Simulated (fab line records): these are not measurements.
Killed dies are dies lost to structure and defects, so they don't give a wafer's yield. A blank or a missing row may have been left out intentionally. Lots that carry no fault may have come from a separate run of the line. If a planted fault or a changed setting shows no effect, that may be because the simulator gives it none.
fab line records    flow sky130    part 1 of 2: steps 1 to 27 of 38
record: lots: 5  wafers: 15  lastDay: 51
route steps=708 shown NWELL@70 PWDE@84 VT_ADJUST_HVTP@85 VT_ADJUST_LVTN@97
lots with no fault: from the same line, run without faults
startH: start of the lot's first displayed wafer, in hours after the record's first day    waitH: time in hours since the lot's previous step    " same as the row above    L1.1+2: several wafers, shown together as one row    - value missing, or start not given    * or withheld: withheld    < > ~ a bound
route shown NAME@n: names a module that has steps shown in the file, with the first one's number in the route    usual: average and standard deviation across the fault-free wafers    same: alike in all rows    chamber/n: place in a boat    sites: per-site readings    _std_site: their standard deviation    _edge_site: inner sites' mean taken away from outer sites' mean    radiusMm: for every site, how far away it sits from the centre of the wafer    mask NAME#n: copy n    behind: the tool/chamber that last shaped the wafer    hold: the reason the lot was held/the length of the hold in hours/how it ended    device: transistor that didn't switch, given as n, p or np    end of line: the route-end tests of the same wafers    step lacking rows: just its recipe    killed: not the wafer's yield, but the dies lost to structure and defects at the first sort    map: per-die view of a wafer (x killed, . not killed, _ where there is no die)
set.NAME: the setting as run; set.NAME@STEP: as run at that earlier step    model.NAME: the simulator's own value behind a step, which no gauge read
a table for each step, a row for each wafer; lots at some steps of the route
services: from which hour (startH, from the record's first day; less than 0 if before it) a tool's chamber was out of use, for how many hours, and why
== steps ==
step: SKY_NWELL_HMDS_17
recipe: primeTimeS: 60  primeTempC: 120
usual: exhaustPa: 45.0/0.83
lot.wafer  tool           chamber  startH  waitH  exhaustPa
L074.2     lithoTrack-02  0        110.27  0.1    44.7
L074.3     "              0        "       "      44.3
L074.6     "              0        "       "      45.0
L075.2     lithoTrack-01  0        111.22  0.1    45.9
L075.3     "              0        "       "      45.7
L075.6     "              0        "       "      46.1
L083.1     lithoTrack-01  0        148.79  0.1    45.1
L083.3     "              0        "       "      45.3
L083.5     "              0        "       "      44.9
L093.2     lithoTrack-03  0        211.50  0.1    44.9
L093.5     "              0        "       "      44.3
L093.6     "              0        "       "      45.1
L096.1     lithoTrack-02  0        235.35  0.1    45.4
L096.2     "              0        "       "      45.1
L096.3     "              0        "       "      47.0
step: SKY_NWELL_COAT_18
recipe: spinRpm: 2000  resistThkNm: 3000
usual: exhaustPa: 45.0/0.97
lot.wafer  tool           chamber  startH  waitH  exhaustPa
L074.2     lithoTrack-02  0        110.42  0.1    46.2
L074.3     "              0        "       "      45.1
L074.6     "              0        "       "      45.3
L075.2     lithoTrack-01  0        111.37  0.1    45.8
L075.3     "              0        "       "      44.3
L075.6     "              0        "       "      46.3
L083.1     lithoTrack-01  0        148.94  0.1    44.2
L083.3     "              0        "       "      44.8
L083.5     "              0        "       "      45.0
L093.2     lithoTrack-03  0        211.65  0.1    45.9
L093.5     "              0        "       "      44.3
L093.6     "              0        "       "      44.0
L096.1     lithoTrack-02  0        235.50  0.1    44.4
L096.2     "              0        "       "      45.4
L096.3     "              0        "       "      44.5
step: SKY_NWELL_SOFTBAKE_19
recipe: tempC: 110  timeS: withheld
usual: exhaustPa: 44.9/0.92
lot.wafer  tool           chamber  startH  waitH  exhaustPa
L074.2     lithoTrack-02  0        110.58  0.1    45.1
L074.3     "              0        "       "      44.2
L074.6     "              0        "       "      46.1
L075.2     lithoTrack-01  0        111.52  0.1    45.0
L075.3     "              0        "       "      44.8
L075.6     "              0        "       "      44.3
L083.1     lithoTrack-01  0        149.09  0.1    44.5
L083.3     "              0        "       "      44.5
L083.5     "              0        "       "      44.9
L093.2     lithoTrack-03  0        211.81  0.1    46.5
L093.5     "              0        "       "      46.3
L093.6     "              0        "       "      45.3
L096.1     lithoTrack-02  0        235.65  0.1    44.5
L096.2     "              0        "       "      45.7
L096.3     "              0        "       "      45.9
step: SKY_NWELL_EXPOSE_20
recipe: maskId: NWM_COMPLEMENT  na: 0.6  sourceShape: conventional  sigmaOuter: 0.6  polarization: unpolarized  targetCdNm: 840  doseMj: 260
lot.wafer   tool             chamber  startH  waitH  mask
L074.2+3+6  ilineStepper-02  0        -       -      NWM_COMPLEMENT#0
L075.2+3+6  ilineStepper-01  0        -       -      NWM_COMPLEMENT#0
L083.1+3+5  ilineStepper-01  0        -       -      NWM_COMPLEMENT#0
L093.2+5+6  ilineStepper-02  0        -       -      NWM_COMPLEMENT#0
L096.1+2+3  ilineStepper-02  0        -       -      NWM_COMPLEMENT#0
step: SKY_NWELL_PEB_21
recipe: tempC: 115  timeS: withheld
usual: exhaustPa: 44.9/0.89
lot.wafer  tool           chamber  startH  waitH  exhaustPa
L074.2     lithoTrack-01  0        -       -      45.4
L074.3     "              0        "       "      46.5
L074.6     "              0        "       "      46.4
L075.2     lithoTrack-02  0        -       -      44.8
L075.3     "              0        "       "      43.6
L075.6     "              0        "       "      44.5
L083.1     lithoTrack-02  0        -       -      45.1
L083.3     "              0        "       "      44.4
L083.5     "              0        "       "      44.4
L093.2     lithoTrack-02  0        -       -      43.0
L093.5     "              0        "       "      44.8
L093.6     "              0        "       "      43.4
L096.1     lithoTrack-03  0        -       -      44.4
L096.2     "              0        "       "      45.6
L096.3     "              0        "       "      46.2
step: SKY_NWELL_DEVELOP_22
recipe: wallAngleDeg: 90  developer: TMAH  developTimeS: 60  devTempC: 23
usual: exhaustPa: 44.7/0.83
lot.wafer  tool           chamber  startH  waitH  exhaustPa
L074.2     lithoTrack-01  0        -       -      44.0
L074.3     "              0        "       "      45.5
L074.6     "              0        "       "      44.8
L075.2     lithoTrack-02  0        -       -      44.0
L075.3     "              0        "       "      44.9
L075.6     "              0        "       "      45.3
L083.1     lithoTrack-02  0        -       -      44.3
L083.3     "              0        "       "      45.8
L083.5     "              0        "       "      44.7
L093.2     lithoTrack-02  0        -       -      43.3
L093.5     "              0        "       "      44.5
L093.6     "              0        "       "      44.3
L096.1     lithoTrack-03  0        -       -      43.7
L096.2     "              0        "       "      42.8
L096.3     "              0        "       "      43.0
step: SKY_NWELL_OVL_MEAS_23
usual: NWELL_01_OVL: -1.4/1.4
lot.wafer  tool        chamber  startH  waitH  NWELL_01_OVL[nm]
L074.2     overlay-02  -        120.35  -      0.4
L074.3     "           -        "       "      0.5
L074.6     "           -        "       "      -0.2
L075.2     overlay-01  -        121.10  -      -2.7
L075.3     "           -        "       "      -0.4
L075.6     "           -        "       "      -2.5
L083.1     overlay-01  -        160.25  -      -1.6
L083.3     "           -        "       "      -3.8
L083.5     "           -        "       "      -3.1
L093.2     overlay-02  -        223.55  -      -1.9
L093.5     "           -        "       "      -1.8
L093.6     "           -        "       "      -2.4
L096.1     overlay-02  -        247.83  -      -0.7
L096.2     "           -        "       "      0.5
L096.3     "           -        "       "      -0.7
step: SKY_NWELL_IMPLANT_24
recipe: species: B  energyKev: 140  doseCm2: 9.2e+12  tiltDeg: withheld
lot.wafer   tool          chamber  startH  waitH
L074.2+3+6  implanter-03  0        120.40  0.0
L075.2+3+6  implanter-02  0        121.16  0.0
L083.1+3+5  implanter-02  0        160.28  0.0
L093.2+5+6  implanter-04  0        223.61  0.0
L096.1+2+3  implanter-03  0        247.86  0.0
step: SKY_NWELL_STRIP_25
recipe: chemistry: O2/N2  powerW: 1400  pressureMtorr: 1500  platenTempC: withheld  o2FlowSccm: 3000  n2FlowSccm: 300  overashFraction: 0.5
usual: drypumpMotorCurrentA: 5.7/0.48  oesProductAu: 0.723/0.0042  stripTimeToEndpointS: 36.91/0.11
lot.wafer  tool            chamber  startH  waitH  drypumpMotorCurrentA  oesProductAu  rfHoursCounterH  stripTimeToEndpointS
L074.2     plasmaAsher-02  1        120.53  0.1    5.4                   0.722         42               36.82
L074.3     "               1        "       "      5.4                   0.721         -                36.78
L074.6     "               0        "       "      5.4                   0.720         -                36.88
L075.2     plasmaAsher-03  1        121.28  0.1    6.4                   0.719         30               36.93
L075.3     "               0        "       "      5.3                   0.724         -                36.95
L075.6     "               0        "       "      5.3                   0.716         -                36.96
L083.1     plasmaAsher-03  1        160.43  0.1    6.5                   0.728         34               36.90
L083.3     "               1        "       "      6.4                   0.728         -                36.92
L083.5     "               0        "       "      5.4                   0.723         -                36.85
L093.2     plasmaAsher-03  0        223.73  0.1    5.3                   0.723         40               36.65
L093.5     "               0        "       "      5.4                   0.724         -                36.69
L093.6     "               1        "       "      6.4                   0.720         -                36.73
L096.1     plasmaAsher-03  0        248.01  0.1    5.3                   0.722         43               36.94
L096.2     "               1        "       "      6.4                   0.719         43               36.88
L096.3     "               1        "       "      6.4                   0.717         -                36.89
step: SKY_NWELL_TW_MEAS_26
usual: NWELL_2_TW: 496/6.7
lot.wafer  tool          chamber  startH  waitH  NWELL_2_TW
L074.2     filmMetro-03  -        120.64  0.1    502
L074.3     "             -        "       "      500
L074.6     "             -        "       "      500
L075.2     filmMetro-03  -        121.39  0.1    503
L075.3     "             -        "       "      501
L075.6     "             -        "       "      501
L083.1     filmMetro-04  -        160.53  0.1    503
L083.3     "             -        "       "      504
L083.5     "             -        "       "      505
L093.2     filmMetro-01  -        223.84  0.1    488
L093.5     "             -        "       "      487
L093.6     "             -        "       "      487
L096.1     filmMetro-01  -        248.11  0.1    487
L096.2     "             -        "       "      487
L096.3     "             -        "       "      489
step: SKY_NWELL_CLEAN_27
recipe: chemistry: SC1/SC2  mix: 1:4:20  tempC: 70  timeS: 150  dry: n2Spin
same: timeS: 150
lot.wafer   tool         chamber  startH  waitH
L074.2+3+6  wetBench-02  1        120.69  0.0
L075.2+3+6  wetBench-03  3        121.44  0.0
L083.1+3+5  wetBench-03  2        160.59  0.1
L093.2+5+6  wetBench-02  2        223.89  0.0
L096.1+2+3  wetBench-02  3        248.17  0.1
step: SKY_NWELL_RTA_28
recipe: tempC: 1050  timeS: 30  idleTempC: 650  rampUpCPerS: 150  rampDownCPerS: 90  ambient: N2
usual: lampPowerPct: 25.31/0.052  wafer_temp_C_max: 1054.8/1
same: timeS: 30
lot.wafer  tool          chamber  startH  waitH  lampPowerPct  wafer_temp_C_max
L074.2     rtpAnneal-02  0        120.75  0.0    25.42         1053.4
L074.3     "             0        "       "      25.27         1053.9
L074.6     "             0        "       "      25.29         1055.3
L075.2     rtpAnneal-01  0        121.52  0.0    25.31         1053.7
L075.3     "             0        "       "      25.22         1053.7
L075.6     "             0        "       "      25.40         1054.5
L083.1     rtpAnneal-02  0        160.65  0.0    25.30         1058.9
L083.3     "             0        "       "      25.27         1055.8
L083.5     "             0        "       "      25.24         1053.7
L093.2     rtpAnneal-01  0        223.96  0.0    25.32         1053.1
L093.5     "             0        "       "      25.30         1054.0
L093.6     "             0        "       "      25.20         1054.9
L096.1     rtpAnneal-01  0        248.22  0.0    25.25         1053.5
L096.2     "             0        "       "      25.24         1054.7
L096.3     "             0        "       "      25.27         1053.4
step: SKY_NWELL_RS_MEAS_29
recipe: thkMeasGauge: four-point-probe
usual: NWELL_RS: 624.9/1.5
lot.wafer  tool          chamber  startH  waitH  NWELL_RS[ohm/sq]
L074.2     filmMetro-01  -        120.86  0.1    624.7
L074.3     "             -        "       "      623.9
L074.6     "             -        "       "      624.7
L075.2     filmMetro-04  -        121.62  0.1    627.7
L075.3     "             -        "       "      626.4
L075.6     "             -        "       "      625.4
L083.1     filmMetro-03  -        160.75  0.1    626.2
L083.3     "             -        "       "      626.0
L083.5     "             -        "       "      626.0
L093.2     filmMetro-04  -        224.06  0.1    624.7
L093.5     "             -        "       "      624.8
L093.6     "             -        "       "      626.0
L096.1     filmMetro-04  -        248.32  0.1    624.2
L096.2     "             -        "       "      625.6
L096.3     "             -        "       "      624.2
step: SKY_NWELL_RS_MEAS_31
recipe: thkMeasGauge: four-point-probe
usual: PWDE_RS: 5278/19
lot.wafer  tool          chamber  startH  waitH  PWDE_RS[ohm/sq]
L074.2     filmMetro-01  -        121.10  0.1    5254
L074.3     "             -        "       "      5259
L074.6     "             -        "       "      5261
L075.2     filmMetro-04  -        121.86  0.1    5255
L075.3     "             -        "       "      5270
L075.6     "             -        "       "      5278
L083.1     filmMetro-03  -        160.99  0.1    5310
L083.3     "             -        "       "      5319
L083.5     "             -        "       "      5325
L093.2     filmMetro-04  -        224.30  0.1    5264
L093.5     "             -        "       "      5260
L093.6     "             -        "       "      5268
L096.1     filmMetro-04  -        248.56  0.1    5306
L096.2     "             -        "       "      5307
L096.3     "             -        "       "      5304
step: SKY_VT_ADJUST_HVTP_DEHYDRATE_00
recipe: tempC: 200  timeS: 60
usual: exhaustPa: 45.0/0.78
same: timeS: 60
lot.wafer  tool           chamber  startH  waitH  exhaustPa
L074.2     lithoTrack-04  0        129.24  8.1    44.9
L074.3     "              0        "       "      44.8
L074.6     "              0        "       "      44.5
L075.2     lithoTrack-01  0        130.36  8.5    44.9
L075.3     "              0        "       "      44.5
L075.6     "              0        "       "      44.9
L083.1     lithoTrack-03  0        169.48  8.5    44.7
L083.3     "              0        "       "      44.7
L083.5     "              0        "       "      43.7
L093.2     lithoTrack-03  0        235.20  10.9   45.2
L093.5     "              0        "       "      45.7
L093.6     "              0        "       "      46.5
L096.1     lithoTrack-01  0        260.49  11.9   46.0
L096.2     "              0        "       "      45.7
L096.3     "              0        "       "      46.4
step: SKY_VT_ADJUST_HVTP_HMDS_01
recipe: primeTimeS: 60  primeTempC: 120
usual: exhaustPa: 44.9/0.86
lot.wafer  tool           chamber  startH  waitH  exhaustPa
L074.2     lithoTrack-04  0        129.39  0.1    46.6
L074.3     "              0        "       "      43.3
L074.6     "              0        "       "      46.3
L075.2     lithoTrack-01  0        130.51  0.1    44.1
L075.3     "              0        "       "      44.6
L075.6     "              0        "       "      44.8
L083.1     lithoTrack-03  0        169.63  0.1    44.9
L083.3     "              0        "       "      45.3
L083.5     "              0        "       "      45.8
L093.2     lithoTrack-03  0        235.35  0.1    44.5
L093.5     "              0        "       "      44.3
L093.6     "              0        "       "      44.2
L096.1     lithoTrack-01  0        260.64  0.1    45.5
L096.2     "              0        "       "      45.7
L096.3     "              0        "       "      46.1
step: SKY_VT_ADJUST_HVTP_COAT_02
recipe: resist: NOVOLAK  spinRpm: 3000  resistThkNm: 1140
usual: exhaustPa: 45.1/0.75
lot.wafer  tool           chamber  startH  waitH  exhaustPa
L074.2     lithoTrack-04  0        129.54  0.1    45.3
L074.3     "              0        "       "      45.8
L074.6     "              0        "       "      44.8
L075.2     lithoTrack-01  0        130.66  0.1    45.2
L075.3     "              0        "       "      45.8
L075.6     "              0        "       "      45.6
L083.1     lithoTrack-03  0        169.78  0.1    44.6
L083.3     "              0        "       "      46.4
L083.5     "              0        "       "      45.3
L093.2     lithoTrack-03  0        235.50  0.1    45.6
L093.5     "              0        "       "      44.6
L093.6     "              0        "       "      44.9
L096.1     lithoTrack-01  0        260.79  0.1    44.7
L096.2     "              0        "       "      44.8
L096.3     "              0        "       "      44.6
step: SKY_VT_ADJUST_HVTP_SOFTBAKE_03
recipe: tempC: 90  timeS: 60  resist: NOVOLAK
usual: exhaustPa: 45.0/0.89
same: timeS: 60
lot.wafer  tool           chamber  startH  waitH  exhaustPa
L074.2     lithoTrack-04  0        129.69  0.1    44.9
L074.3     "              0        "       "      45.7
L074.6     "              0        "       "      44.8
L075.2     lithoTrack-01  0        130.81  0.1    44.1
L075.3     "              0        "       "      44.6
L075.6     "              0        "       "      44.6
L083.1     lithoTrack-03  0        169.93  0.1    45.2
L083.3     "              0        "       "      44.9
L083.5     "              0        "       "      44.4
L093.2     lithoTrack-03  0        235.65  0.1    45.1
L093.5     "              0        "       "      46.2
L093.6     "              0        "       "      46.1
L096.1     lithoTrack-01  0        260.94  0.1    45.7
L096.2     "              0        "       "      45.7
L096.3     "              0        "       "      45.5
step: SKY_VT_ADJUST_HVTP_EXPOSE_04
recipe: maskId: HVTPM  na: 0.6  sourceShape: conventional  sigmaOuter: 0.6  polarization: unpolarized  targetCdNm: 380  doseMj: 140
lot.wafer   tool             chamber  startH  waitH  mask
L074.2+3+6  ilineStepper-02  0        -       -      HVTPM#0
L075.2+3+6  ilineStepper-01  0        -       -      HVTPM#0
L083.1+3+5  ilineStepper-02  0        -       -      HVTPM#0
L093.2+5+6  ilineStepper-01  0        -       -      HVTPM#0
L096.1+2+3  ilineStepper-01  0        -       -      HVTPM#0
step: SKY_VT_ADJUST_HVTP_PEB_05
recipe: tempC: withheld  timeS: *  resist: NOVOLAK
usual: exhaustPa: 45.0/0.8
same: timeS: *
lot.wafer  tool           chamber  startH  waitH  exhaustPa
L074.2     lithoTrack-04  0        -       -      44.6
L074.3     "              0        "       "      45.1
L074.6     "              0        "       "      45.6
L075.2     lithoTrack-01  0        -       -      43.4
L075.3     "              0        "       "      45.1
L075.6     "              0        "       "      45.0
L083.1     lithoTrack-01  0        -       -      44.9
L083.3     "              0        "       "      44.8
L083.5     "              0        "       "      46.3
L093.2     lithoTrack-03  0        -       -      44.1
L093.5     "              0        "       "      45.7
L093.6     "              0        "       "      45.5
L096.1     lithoTrack-01  0        -       -      43.8
L096.2     "              0        "       "      46.2
L096.3     "              0        "       "      46.3
step: SKY_VT_ADJUST_HVTP_DEVELOP_06
recipe: resist: NOVOLAK  developer: TMAH  developTimeS: 60  devTempC: 23
usual: exhaustPa: 44.9/1
lot.wafer  tool           chamber  startH  waitH  exhaustPa
L074.2     lithoTrack-04  0        139.74  0.1    45.9
L074.3     "              0        "       "      45.5
L074.6     "              0        "       "      45.6
L075.2     lithoTrack-01  0        140.76  0.1    44.4
L075.3     "              0        "       "      44.3
L075.6     "              0        "       "      44.7
L083.1     lithoTrack-01  0        181.24  0.1    45.6
L083.3     "              0        "       "      46.7
L083.5     "              0        "       "      45.7
L093.2     lithoTrack-03  0        247.35  0.1    46.7
L093.5     "              0        "       "      46.2
L093.6     "              0        "       "      45.6
L096.1     lithoTrack-01  0        273.89  0.1    44.4
L096.2     "              0        "       "      43.8
L096.3     "              0        "       "      44.5
step: SKY_VT_ADJUST_HVTP_CD_MEAS_07
recipe: targetCdNm: 380
usual: cdNm: 379.2/2.9
lot.wafer  tool      chamber  startH  waitH  cdNm
L074.2     cdSem-01  -        139.89  0.1    382.4
L074.3     "         -        "       "      382.1
L074.6     "         -        "       "      379.8
L075.2     cdSem-01  -        140.91  0.1    384.3
L075.3     "         -        "       "      385.9
L075.6     "         -        "       "      385.4
L083.1     cdSem-02  -        181.39  0.1    381.0
L083.3     "         -        "       "      383.2
L083.5     "         -        "       "      383.8
L093.2     cdSem-01  -        247.50  0.1    379.0
L093.5     "         -        "       "      380.8
L093.6     "         -        "       "      380.7
L096.1     cdSem-01  -        274.04  0.1    379.1
L096.2     "         -        "       "      378.7
L096.3     "         -        "       "      378.3
step: SKY_VT_ADJUST_HVTP_OVL_MEAS_08
usual: VT_ADJUST_HVTP_OVL: 0.1/1.4
lot.wafer  tool        chamber  startH  waitH  VT_ADJUST_HVTP_OVL[nm]
L074.2     overlay-02  -        139.99  0.1    -0.6
L074.3     "           -        "       "      -0.7
L074.6     "           -        "       "      0.2
L075.2     overlay-02  -        141.02  0.1    0.8
L075.3     "           -        "       "      1.0
L075.6     "           -        "       "      -0.7
L083.1     overlay-02  -        181.51  0.1    0.4
L083.3     "           -        "       "      0.3
L083.5     "           -        "       "      -1.1
L093.2     overlay-01  -        247.60  0.1    1.8
L093.5     "           -        "       "      0.5
L093.6     "           -        "       "      2.6
L096.1     overlay-01  -        274.16  0.1    -0.1
L096.2     "           -        "       "      2.7
L096.3     "           -        "       "      1.7
step: SKY_VT_ADJUST_HVTP_IMPLANT_09
recipe: species: As  energyKev: 150  doseCm2: 4.3e+12  tiltDeg: withheld
lot.wafer   tool          chamber  startH  waitH
L074.2+3+6  implanter-04  0        140.05  0.0
L075.2+3+6  implanter-02  0        141.07  0.0
L083.1+3+5  implanter-04  0        181.55  0.0
L093.2+5+6  implanter-02  0        247.66  0.0
L096.1+2+3  implanter-04  0        274.20  0.0
step: SKY_VT_ADJUST_HVTP_STRIP_10
recipe: chemistry: O2/N2  powerW: 1400  pressureMtorr: 1500  platenTempC: withheld  o2FlowSccm: 3000  n2FlowSccm: 300  overashFraction: 0.5
usual: drypumpMotorCurrentA: 5.8/0.43  oesProductAu: 0.716/0.0045  stripTimeToEndpointS: 14.19/0.042
lot.wafer  tool            chamber  startH  waitH  drypumpMotorCurrentA  oesProductAu  rfHoursCounterH  stripTimeToEndpointS
L074.2     plasmaAsher-02  1        140.17  0.1    5.4                   0.712         44               14.20
L074.3     "               0        "       "      5.4                   0.721         -                14.22
L074.6     "               1        "       "      5.4                   0.714         -                14.22
L075.2     plasmaAsher-01  1        141.20  0.1    6.5                   0.707         2                14.22
L075.3     "               1        "       "      6.5                   0.715         -                14.20
L075.6     "               0        "       "      6.4                   0.718         -                14.25
L083.1     plasmaAsher-02  1        181.70  0.1    5.4                   0.712         48               14.23
L083.3     "               1        "       "      5.4                   0.717         -                14.26
L083.5     "               1        "       "      5.4                   0.721         -                14.20
L093.2     plasmaAsher-02  0        247.78  0.1    5.4                   0.708         54               14.18
L093.5     "               1        "       "      5.4                   0.717         -                14.17
L093.6     "               0        "       "      5.4                   0.713         -                14.18
L096.1     plasmaAsher-04  0        274.35  0.1    5.5                   0.714         58               14.17
L096.2     "               1        "       "      5.6                   0.714         58               14.17
L096.3     "               0        "       "      5.5                   0.717         -                14.15
step: SKY_VT_ADJUST_HVTP_TW_MEAS_11
usual: VT_ADJUST_HVTP_TW: 1367/6
lot.wafer  tool          chamber  startH  waitH  VT_ADJUST_HVTP_TW
L074.2     filmMetro-02  -        140.28  0.1    1368
L074.3     "             -        "       "      1365
L074.6     "             -        "       "      1364
L075.2     filmMetro-03  -        141.31  0.1    1360
L075.3     "             -        "       "      1368
L075.6     "             -        "       "      1362
L083.1     filmMetro-03  -        181.80  0.1    1372
L083.3     "             -        "       "      1374
L083.5     "             -        "       "      1373
L093.2     filmMetro-03  -        247.89  0.1    1363
L093.5     "             -        "       "      1361
L093.6     "             -        "       "      1355
L096.1     filmMetro-02  -        274.47  0.1    1369
L096.2     "             -        "       "      1363
L096.3     "             -        "       "      1367
step: SKY_VT_ADJUST_LVTN_DEHYDRATE_00
recipe: tempC: 200  timeS: 60
usual: exhaustPa: 45.0/0.9
same: timeS: 60
lot.wafer  tool           chamber  startH  waitH  exhaustPa
L074.2     lithoTrack-03  0        149.60  9.3    45.6
L074.3     "              0        "       "      46.7
L074.6     "              0        "       "      45.4
L075.2     lithoTrack-04  0        150.84  9.5    45.3
L075.3     "              0        "       "      44.9
L075.6     "              0        "       "      44.5
L083.1     lithoTrack-03  0        191.33  9.5    42.9
L083.3     "              0        "       "      42.7
L083.5     "              0        "       "      43.9
L093.2     lithoTrack-04  0        259.69  11.8   44.0
L093.5     "              0        "       "      44.0
L093.6     "              0        "       "      43.9
L096.1     lithoTrack-03  0        286.48  12.0   45.3
L096.2     "              0        "       "      44.8
L096.3     "              0        "       "      43.4
